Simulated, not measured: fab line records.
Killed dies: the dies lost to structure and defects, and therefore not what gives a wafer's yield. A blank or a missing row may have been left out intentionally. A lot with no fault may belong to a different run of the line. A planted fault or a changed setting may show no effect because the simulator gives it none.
fab line records + flow sky130
record
- lots=13
- wafers=39
- last_day=50
route steps=708 shown SD_P@328 RES_XHIGH@339 LI_CONTACT@363 PAD_OPEN@708
lots untouched by any fault: they come from a run of this same line in which no faults occurred
start_h: start of the lot's first displayed wafer, in hours after the record's first day + wait_h: how many hours have passed since the lot's step before this one + " identical to the entry in the row above + L1.1+2: one row covering several wafers at once + - no value, or no start given + * or withheld: withheld + < > ~ a bound
route shown NAME@n: names a module that has steps shown in the file, with the first one's number in the route + usual: the fault-free wafers' mean and standard deviation + same: alike in all rows + chamber/n: place in a boat + sites: per-site readings + _std_site: how widely they spread, as a standard deviation + _edge_site: the outer-site mean with the inner-site mean subtracted + radius_mm: how far each site lies from the wafer's centre + mask NAME#n: copy n + behind: the tool/chamber that last shaped the wafer + hold: cause of the lot's hold/its duration in hours/its outcome + device: transistor that didn't switch, given as n, p or np + end of line: tests of these same wafers at the route's end + a step without rows: its recipe alone + killed: dies lost to structure and defects at the first sort, not the wafer's yield + map: shows each die of a wafer: x if killed, . if not, _ if none is there
set.NAME: setting as actually run; set.NAME@STEP: the setting as run at that earlier step + model.NAME: the simulator's own value behind a step, which no gauge read
one table for each step of the route and one row for each wafer, over a sample of lots
services: when a tool's chamber went out of use (start_h, in hours from the record's first day, below 0 if earlier), for how many hours, and the reason
## steps
# step SKY_SD_P_OVL_MEAS_08
# usual
- SD_P_OVL=-0.4/1.5
| lot.wafer | tool       | chamber | start_h | wait_h | SD_P_OVL[nm] |
|-----------|------------|---------|---------|--------|--------------|
| L209.1    | overlay-02 | -       | 604.45  | 0.1    | -1.2         |
| L209.4    | "          | -       | "       | "      | -1.2         |
| L209.6    | "          | -       | "       | "      | -1.7         |
| L210.2    | overlay-01 | -       | 606.86  | 0.1    | -1.1         |
| L210.3    | "          | -       | "       | "      | 0.0          |
| L210.6    | "          | -       | "       | "      | -0.3         |
| L211.3    | overlay-01 | -       | 617.36  | 0.1    | -1.0         |
| L211.5    | "          | -       | "       | "      | -0.2         |
| L211.6    | "          | -       | "       | "      | 1.0          |
| L212.3    | overlay-02 | -       | 631.10  | 0.1    | -0.1         |
| L212.4    | "          | -       | "       | "      | 0.0          |
| L212.5    | "          | -       | "       | "      | 0.2          |
| L214.1    | overlay-01 | -       | 645.15  | 0.1    | -0.6         |
| L214.4    | "          | -       | "       | "      | -0.8         |
| L214.6    | "          | -       | "       | "      | -0.3         |
| L213.1    | overlay-01 | -       | 646.76  | 0.1    | 2.2          |
| L213.4    | "          | -       | "       | "      | -2.7         |
| L213.6    | "          | -       | "       | "      | -0.7         |
| L217.2    | overlay-02 | -       | 661.04  | 0.1    | 1.9          |
| L217.5    | "          | -       | "       | "      | 1.2          |
| L217.6    | "          | -       | "       | "      | 3.1          |
| L219.4    | overlay-01 | -       | 677.02  | 0.1    | -0.1         |
| L219.5    | "          | -       | "       | "      | -1.4         |
| L219.6    | "          | -       | "       | "      | 1.3          |
| L218.2    | overlay-02 | -       | 678.29  | 0.1    | -0.7         |
| L218.5    | "          | -       | "       | "      | -1.8         |
| L218.6    | "          | -       | "       | "      | -1.4         |
| L221.2    | overlay-02 | -       | 690.66  | 0.1    | -2.5         |
| L221.5    | "          | -       | "       | "      | -1.4         |
| L221.6    | "          | -       | "       | "      | -0.7         |
| L222.2    | overlay-01 | -       | 690.99  | 0.1    | 0.1          |
| L222.3    | "          | -       | "       | "      | 0.5          |
| L222.4    | "          | -       | "       | "      | 0.6          |
| L224.3    | overlay-01 | -       | 706.76  | 0.1    | -1.7         |
| L224.4    | "          | -       | "       | "      | -0.4         |
| L224.5    | "          | -       | "       | "      | -3.1         |
| L230.1    | overlay-01 | -       | 759.41  | 0.1    | -1.4         |
| L230.3    | "          | -       | "       | "      | 0.4          |
| L230.6    | "          | -       | "       | "      | -1.4         |
# step SKY_RES_XHIGH_IMPLANT_07
# recipe
- species=BF2
- energy_kev=20
- dose_cm2=3.6e+14
- tilt_deg=0
| lot.wafer  | tool         | chamber | start_h | wait_h |
|------------|--------------|---------|---------|--------|
| L209.1+4+6 | implanter-01 | 0       | 633.99  | 0.1    |
| L210.2+3+6 | implanter-02 | 0       | 636.79  | 0.1    |
| L211.3+5+6 | implanter-02 | 0       | 647.16  | 0.1    |
| L212.3+4+5 | implanter-02 | 0       | 660.67  | 0.1    |
| L214.1+4+6 | implanter-03 | 0       | 673.97  | 0.1    |
| L213.1+4+6 | implanter-03 | 0       | 675.39  | 0.1    |
| L217.2+5+6 | implanter-03 | 0       | 689.36  | 0.1    |
| L219.4+5+6 | implanter-03 | 0       | 705.54  | 0.1    |
| L218.2+5+6 | implanter-02 | 0       | 706.21  | 0.1    |
| L221.2+5+6 | implanter-01 | 0       | 719.09  | 0.1    |
| L222.2+3+4 | implanter-02 | 0       | 719.56  | 0.1    |
| L224.3+4+5 | implanter-01 | 0       | 734.81  | 0.1    |
| L230.1+3+6 | implanter-03 | 0       | 786.06  | 0.1    |
# step SKY_SD_N_RS_MEAS_18
# recipe
- thk_meas_gauge=four-point-probe
# usual
- RES_XHIGH_RS=333.5/1.2
| lot.wafer | tool          | chamber | start_h | wait_h | RES_XHIGH_RS[ohm/sq] |
|-----------|---------------|---------|---------|--------|----------------------|
| L209.1    | film_metro-04 | -       | 664.00  | 0.1    | 331.8                |
| L209.4    | "             | -       | "       | "      | 333.3                |
| L209.6    | "             | -       | "       | "      | 332.8                |
| L210.2    | film_metro-03 | -       | 666.93  | 0.1    | 334.9                |
| L210.3    | "             | -       | "       | "      | 335.7                |
| L210.6    | "             | -       | "       | "      | 336.2                |
| L211.3    | film_metro-03 | -       | 677.40  | 0.1    | 332.6                |
| L211.5    | "             | -       | "       | "      | 333.7                |
| L211.6    | "             | -       | "       | "      | 333.6                |
| L212.3    | film_metro-02 | -       | 689.70  | 0.1    | 333.9                |
| L212.4    | "             | -       | "       | "      | 333.1                |
| L212.5    | "             | -       | "       | "      | 333.2                |
| L214.1    | film_metro-03 | -       | 702.69  | 0.1    | 334.3                |
| L214.4    | "             | -       | "       | "      | 334.5                |
| L214.6    | "             | -       | "       | "      | 333.5                |
| L213.1    | film_metro-03 | -       | 703.89  | 0.1    | 333.7                |
| L213.4    | "             | -       | "       | "      | 333.4                |
| L213.6    | "             | -       | "       | "      | 334.8                |
| L217.2    | film_metro-03 | -       | 718.28  | 0.1    | 335.1                |
| L217.5    | "             | -       | "       | "      | 335.5                |
| L217.6    | "             | -       | "       | "      | 335.2                |
| L219.4    | film_metro-02 | -       | 733.71  | 0.1    | 333.7                |
| L219.5    | "             | -       | "       | "      | 333.6                |
| L219.6    | "             | -       | "       | "      | 332.9                |
| L218.2    | film_metro-03 | -       | 735.63  | 0.1    | 333.8                |
| L218.5    | "             | -       | "       | "      | 333.3                |
| L218.6    | "             | -       | "       | "      | 333.6                |
| L221.2    | film_metro-04 | -       | 747.92  | 0.1    | 333.8                |
| L221.5    | "             | -       | "       | "      | 333.7                |
| L221.6    | "             | -       | "       | "      | 335.5                |
| L222.2    | film_metro-03 | -       | 748.01  | 0.1    | 331.6                |
| L222.3    | "             | -       | "       | "      | 331.8                |
| L222.4    | "             | -       | "       | "      | 332.2                |
| L224.3    | film_metro-02 | -       | 763.25  | 0.1    | 332.8                |
| L224.4    | "             | -       | "       | "      | 333.5                |
| L224.5    | "             | -       | "       | "      | 337.5                |
| L230.1    | film_metro-02 | -       | 813.54  | 0.1    | 333.2                |
| L230.3    | "             | -       | "       | "      | 332.9                |
| L230.6    | "             | -       | "       | "      | 332.5                |
# step SKY_LI_CONTACT_THK_MEAS_01
# recipe
- reads=PSG_of_LI_CONTACT_HDPCVD_00
# usual
- LI_CONTACT_HDPCVD_THK=932/13
| lot.wafer | tool          | chamber | start_h | wait_h | LI_CONTACT_HDPCVD_THK[nm] |
|-----------|---------------|---------|---------|--------|---------------------------|
| L209.1    | film_metro-04 | -       | 664.24  | 0.1    | 911                       |
| L209.4    | "             | -       | "       | "      | 928                       |
| L209.6    | "             | -       | "       | "      | 921                       |
| L210.2    | film_metro-02 | -       | 667.16  | 0.1    | 923                       |
| L210.3    | "             | -       | "       | "      | 943                       |
| L210.6    | "             | -       | "       | "      | 934                       |
| L211.3    | film_metro-02 | -       | 677.63  | 0.1    | 943                       |
| L211.5    | "             | -       | "       | "      | 938                       |
| L211.6    | "             | -       | "       | "      | 946                       |
| L212.3    | film_metro-02 | -       | 690.14  | 0.2    | 944                       |
| L212.4    | "             | -       | "       | "      | 943                       |
| L212.5    | "             | -       | "       | "      | 937                       |
| L214.1    | film_metro-04 | -       | 702.93  | 0.1    | 935                       |
| L214.4    | "             | -       | "       | "      | 909                       |
| L214.6    | "             | -       | "       | "      | 938                       |
| L213.1    | film_metro-04 | -       | 704.15  | 0.1    | 951                       |
| L213.4    | "             | -       | "       | "      | 941                       |
| L213.6    | "             | -       | "       | "      | 921                       |
| L217.2    | film_metro-02 | -       | 718.51  | 0.1    | 918                       |
| L217.5    | "             | -       | "       | "      | 923                       |
| L217.6    | "             | -       | "       | "      | 901                       |
| L219.4    | film_metro-03 | -       | 733.92  | 0.0    | 904                       |
| L219.5    | "             | -       | "       | "      | 953                       |
| L219.6    | "             | -       | "       | "      | 946                       |
| L218.2    | film_metro-02 | -       | 735.86  | 0.1    | 936                       |
| L218.5    | "             | -       | "       | "      | 925                       |
| L218.6    | "             | -       | "       | "      | 935                       |
| L221.2    | film_metro-02 | -       | 748.15  | 0.1    | 926                       |
| L221.5    | "             | -       | "       | "      | 915                       |
| L221.6    | "             | -       | "       | "      | 922                       |
| L222.2    | film_metro-04 | -       | 748.24  | 0.1    | 951                       |
| L222.3    | "             | -       | "       | "      | 927                       |
| L222.4    | "             | -       | "       | "      | 931                       |
| L224.3    | film_metro-04 | -       | 763.47  | 0.1    | 929                       |
| L224.4    | "             | -       | "       | "      | 953                       |
| L224.5    | "             | -       | "       | "      | 917                       |
| L230.1    | film_metro-04 | -       | 813.78  | 0.1    | 923                       |
| L230.3    | "             | -       | "       | "      | 904                       |
| L230.6    | "             | -       | "       | "      | 914                       |
# step SKY_LI_CONTACT_BOW_MEAS_03
# recipe
- mode=bow
# usual
- LI_CONTACT_BOW=58/6.4
| lot.wafer | tool          | chamber | start_h | wait_h | LI_CONTACT_BOW[um] |
|-----------|---------------|---------|---------|--------|--------------------|
| L209.1    | film_metro-02 | -       | 664.60  | 0.2    | 71                 |
| L209.4    | "             | -       | "       | "      | 61                 |
| L209.6    | "             | -       | "       | "      | 60                 |
| L210.2    | film_metro-04 | -       | 667.53  | 0.1    | 56                 |
| L210.3    | "             | -       | "       | "      | 49                 |
| L210.6    | "             | -       | "       | "      | 48                 |
| L211.3    | film_metro-02 | -       | 678.01  | 0.2    | 58                 |
| L211.5    | "             | -       | "       | "      | 70                 |
| L211.6    | "             | -       | "       | "      | 61                 |
| L212.3    | film_metro-04 | -       | 690.52  | 0.1    | 45                 |
| L212.4    | "             | -       | "       | "      | 53                 |
| L212.5    | "             | -       | "       | "      | 58                 |
| L214.1    | film_metro-03 | -       | 703.29  | 0.2    | 63                 |
| L214.4    | "             | -       | "       | "      | 56                 |
| L214.6    | "             | -       | "       | "      | 46                 |
| L213.1    | film_metro-02 | -       | 704.51  | 0.1    | 63                 |
| L213.4    | "             | -       | "       | "      | 55                 |
| L213.6    | "             | -       | "       | "      | 60                 |
| L217.2    | film_metro-04 | -       | 718.88  | 0.1    | 61                 |
| L217.5    | "             | -       | "       | "      | 59                 |
| L217.6    | "             | -       | "       | "      | 50                 |
| L219.4    | film_metro-03 | -       | 734.31  | 0.3    | 60                 |
| L219.5    | "             | -       | "       | "      | 58                 |
| L219.6    | "             | -       | "       | "      | 58                 |
| L218.2    | film_metro-04 | -       | 736.23  | 0.2    | 47                 |
| L218.5    | "             | -       | "       | "      | 65                 |
| L218.6    | "             | -       | "       | "      | 47                 |
| L221.2    | film_metro-04 | -       | 748.52  | 0.2    | 61                 |
| L221.5    | "             | -       | "       | "      | 65                 |
| L221.6    | "             | -       | "       | "      | 59                 |
| L222.2    | film_metro-02 | -       | 748.82  | 0.3    | 59                 |
| L222.3    | "             | -       | "       | "      | 57                 |
| L222.4    | "             | -       | "       | "      | 59                 |
| L224.3    | film_metro-03 | -       | 763.85  | 0.3    | 62                 |
| L224.4    | "             | -       | "       | "      | 62                 |
| L224.5    | "             | -       | "       | "      | 60                 |
| L230.1    | film_metro-03 | -       | 814.14  | 0.1    | 57                 |
| L230.3    | "             | -       | "       | "      | 60                 |
| L230.6    | "             | -       | "       | "      | 49                 |
# step SKY_PAD_OPEN_PROBE_99
# usual
- killed_at_M0_to_M3=43/6.1
- killed_at_M4_up=3.5/2
- killed_at_contacts=25/5.1
- killed_at_front_end=14/4.2
- killed_at_other=0.3/0.55
- killed_dies=86/8.3
- killed_open=46/7.2
- killed_short=39/6
# same
- gross_dies=492
- killed_at_back_side=0
| lot.wafer | tool      | chamber | start_h | wait_h | killed_at_M0_to_M3 | killed_at_M4_up | killed_at_contacts | killed_at_front_end | killed_at_other | killed_dies | killed_open | killed_short |
|-----------|-----------|---------|---------|--------|--------------------|-----------------|--------------------|---------------------|-----------------|-------------|-------------|--------------|
| L217.2    | prober-02 | -       | 1126.81 | 0.1    | 50                 | 5               | 17                 | 19                  | 0               | 91          | 57          | 34           |
| L217.5    | prober-02 | -       | 1126.96 | 0.2    | 43                 | 3               | 29                 | 13                  | 0               | 88          | 47          | 39           |
| L217.6    | prober-02 | -       | 1127.01 | 0.2    | 46                 | 2               | 27                 | 18                  | 0               | 93          | 51          | 42           |
| L219.4    | prober-01 | -       | 1136.03 | 0.2    | 54                 | 2               | 20                 | 6                   | 0               | 82          | 39          | 42           |
| L219.5    | prober-01 | -       | 1136.08 | 0.2    | 45                 | 6               | 28                 | 13                  | 0               | 92          | 53          | 39           |
| L219.6    | prober-01 | -       | 1136.13 | 0.2    | 34                 | 1               | 24                 | 12                  | 0               | 71          | 45          | 25           |
| L218.2    | prober-02 | -       | 1138.67 | 0.1    | 31                 | 5               | 21                 | 22                  | 0               | 79          | 42          | 37           |
| L218.5    | prober-02 | -       | 1138.82 | 0.2    | 52                 | 4               | 21                 | 23                  | 0               | 100         | 49          | 50           |
| L218.6    | prober-02 | -       | 1138.87 | 0.2    | 45                 | 3               | 25                 | 21                  | 0               | 94          | 52          | 38           |
| L230.1    | prober-02 | -       | 1190.38 | 0.1    | 49                 | 0               | 27                 | 10                  | 1               | 87          | 50          | 37           |
| L230.3    | prober-02 | -       | 1190.48 | 0.2    | 47                 | 2               | 18                 | 12                  | 0               | 79          | 33          | 46           |
| L230.6    | prober-02 | -       | 1190.63 | 0.2    | 44                 | 1               | 28                 | 10                  | 0               | 83          | 51          | 32           |
# killed by level:class
L217.2 VIA1:geometric_particle:open=17 CONTACT:geometric_particle:open=9 VIA3:geometric_particle:open=8 FIELD_ISO:geometric_particle:short=5 POLY_GATE:geometric_particle:open=4 LOCAL_INTERCONNECT:geometric_particle:short=4 VIA3:geometric_particle:short=4 POLY_GATE:geometric_particle:short=3
L217.5 CONTACT:geometric_particle:open=11 VIA1:geometric_particle:open=9 METAL1:geometric_particle:short=8 CONTACT:geometric_particle:short=6 FIELD_ISO:geometric_particle:open=5 LI_CONTACT:geometric_particle:open=5 VIA3:geometric_particle:open=5 FIELD_ISO:geometric_particle:short=4
L217.6 VIA1:geometric_particle:open=11 CONTACT:geometric_particle:open=10 VIA3:geometric_particle:open=8 CONTACT:geometric_particle:short=7 METAL2:geometric_particle:short=7 VIA3:geometric_particle:short=6 FIELD_ISO:geometric_particle:short=5 LI_CONTACT:geometric_particle:open=5
L219.4 VIA1:geometric_particle:open=13 VIA1:geometric_particle:short=8 VIA3:geometric_particle:open=6 CONTACT:geometric_particle:open=6 VIA3:geometric_particle:short=6 LI_CONTACT:geometric_particle:open=5 METAL2:geometric_particle:short=5 CONTACT:geometric_particle:short=5
L219.5 LI_CONTACT:geometric_particle:open=11 VIA2:geometric_particle:open=10 CONTACT:geometric_particle:open=9 VIA3:geometric_particle:open=7 VIA1:geometric_particle:open=7 METAL2:geometric_particle:short=7 METAL1:geometric_particle:short=5 METAL4:geometric_particle:short=5
L219.6 LI_CONTACT:geometric_particle:open=15 VIA2:geometric_particle:open=7 VIA3:geometric_particle:open=7 METAL1:geometric_particle:short=6 VIA1:geometric_particle:open=6 FIELD_ISO:geometric_particle:short=5 FIELD_ISO:geometric_particle:open=4 CONTACT:geometric_particle:open=4
L218.2 VIA1:geometric_particle:open=7 CONTACT:geometric_particle:open=7 FIELD_ISO:geometric_particle:open=6 VIA1:geometric_particle:short=6 LOCAL_INTERCONNECT:geometric_particle:short=5 VIA3:geometric_particle:open=5 METAL4:geometric_particle:short=5 FIELD_ISO:geometric_particle:short=4
L218.5 METAL2:geometric_particle:short=9 FIELD_ISO:geometric_particle:short=8 VIA1:geometric_particle:open=8 VIA3:geometric_particle:open=8 CONTACT:geometric_particle:open=8 FIELD_ISO:geometric_particle:open=7 METAL1:geometric_particle:short=7 VIA2:geometric_particle:open=6
L218.6 VIA2:geometric_particle:open=9 LI_CONTACT:geometric_particle:open=8 VIA1:geometric_particle:open=8 CONTACT:geometric_particle:open=8 FIELD_ISO:geometric_particle:open=6 VIA3:geometric_particle:open=6 METAL2:geometric_particle:short=5 FIELD_ISO:geometric_particle:short=4
L230.1 VIA1:geometric_particle:open=14 CONTACT:geometric_particle:open=11 VIA2:geometric_particle:open=9 CONTACT:geometric_particle:short=6 METAL1:geometric_particle:short=5 VIA1:geometric_particle:short=5 METAL2:geometric_particle:short=5 LI_CONTACT:geometric_particle:open=4
L230.3 VIA1:geometric_particle:open=10 CONTACT:geometric_particle:short=8 VIA2:geometric_particle:open=8 VIA1:geometric_particle:short=7 METAL2:geometric_particle:short=6 METAL1:geometric_particle:short=5 LI_CONTACT:geometric_particle:open=4 VIA2:geometric_particle:short=4
L230.6 VIA1:geometric_particle:open=14 METAL1:geometric_particle:short=9 VIA3:geometric_particle:open=9 CONTACT:geometric_particle:open=6 LI_CONTACT:geometric_particle:open=6 CONTACT:geometric_particle:short=5 VIA2:geometric_particle:open=4 LI_CONTACT:geometric_particle:short=4
## services
| tool         | chamber | start_h | hours | kind   |
|--------------|---------|---------|-------|--------|
| implanter-03 | -       | 626.92  | 2.0   | pm     |
| implanter-03 | -       | 678.24  | 2.0   | repair |
| implanter-01 | -       | 703.31  | 4.2   | pm     |
| implanter-03 | -       | 730.69  | 18.5  | pm     |
| implanter-03 | -       | 751.81  | 8.4   | repair |
| implanter-01 | -       | 757.38  | 3.2   | pm     |
| implanter-03 | -       | 767.76  | 2.9   | repair |
## key
first_sign
- step=SKY_SD_N_RS_MEAS_18
- reading=RES_XHIGH_RS
- direction=up
- sigmas=3.3
- usual=333.5
- struck=337.5
effect none on later readings
met_at SKY_RES_XHIGH_IMPLANT_07
struck_lots L224
struck_wafers L224.5
tester_left_out L224
not_acting_at SKY_SD_P_OVL_MEAS_08,SKY_LI_CONTACT_THK_MEAS_01,SKY_LI_CONTACT_BOW_MEAS_03
onset_between 719.09 734.81
fault
- kind=process_parameter_drift
- tool=implanter-01
- chamber=-
- onset_h=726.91
- steps=SKY_RES_XHIGH_IMPLANT_07
- channel=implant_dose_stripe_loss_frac
- offset=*
- shape=step
- end_h=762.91
- scope=struck_wafers_only
# tester_left_out: of these lots the tester's yield and bins aren't shown, on N5 and GAA mostly nor the transistor test; their killed dies are dies lost to structure and defects alone, not to doping, threshold or leakage, so they don't give the yield
